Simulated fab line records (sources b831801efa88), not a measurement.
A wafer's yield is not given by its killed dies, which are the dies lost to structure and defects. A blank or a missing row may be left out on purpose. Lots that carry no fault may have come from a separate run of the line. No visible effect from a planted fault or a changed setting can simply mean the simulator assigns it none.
The same fault as seen by 2 desks :: flow sky130 :: numbers are kept per desk, each desk with only its own; the story behind them comes last

THE METROLOGY DESK
What the gauges read for every lot (on any tool): the sampled wafers with a number, averaged. If a lot's mean is further than 4 standard deviations from the usual mean, the lot is out of limits and carries the mark OUT (the distance appears in the brackets).
Columns: A = NWELL_00_OVL at SKY_NWELL_OVL_MEAS_10, usual 0.0 nm; B = NWELL_TW at SKY_NWELL_TW_MEAS_15, usual 1821
lot: L907
first seen here: day 5 07:42
A: 0.1
B: 1821

lot: L917
first seen here: day 7 08:07
A: 0.9
B: 1823

lot: L921
first seen here: day 8 06:49
A: -0.5
B: 1810

lot: L922
first seen here: day 8 09:28
A: -0.1
B: 1817

lot: L923
first seen here: day 8 15:40
A: 1.0
B: 1819

lot: L925
first seen here: day 9 05:01
A: 0.5
B: 1810

lot: L928
first seen here: day 10 03:45
A: -0.0
B: 1825
This desk found nothing out of limits on any of the 7 lots.

TOOL OWNER'S DESK, iline_stepper-01
The tool's own readings at SKY_NWELL_EXPOSE_20 (exposes mask NWM COMPLEMENT, target cd 840 nm): means of the sampled wafers that have a number, for each lot that ran on this tool. If a lot's mean is further than 4 standard deviations from the usual mean, the lot is out of limits and carries the mark OUT (the distance appears in the brackets).
Columns: A = exposure_dose_mJ_cm2 at SKY_NWELL_EXPOSE_20, usual 260.00; B = focus_offset_nm at SKY_NWELL_EXPOSE_20, usual 0.0 nm
lot: L907
first seen here: day 5 16:55
A: 259.90
B: 0.1

lot: L928
first seen here: day 10 15:58
A: 260.02
B: -0.5
This desk found nothing out of limits on any of the 2 lots.

ALL TOGETHER
Metrology desk: nothing out of limits seen.
The tool owner's desk saw nothing out of limits.

WHAT WAS PUT IN BY THE SIMULATOR
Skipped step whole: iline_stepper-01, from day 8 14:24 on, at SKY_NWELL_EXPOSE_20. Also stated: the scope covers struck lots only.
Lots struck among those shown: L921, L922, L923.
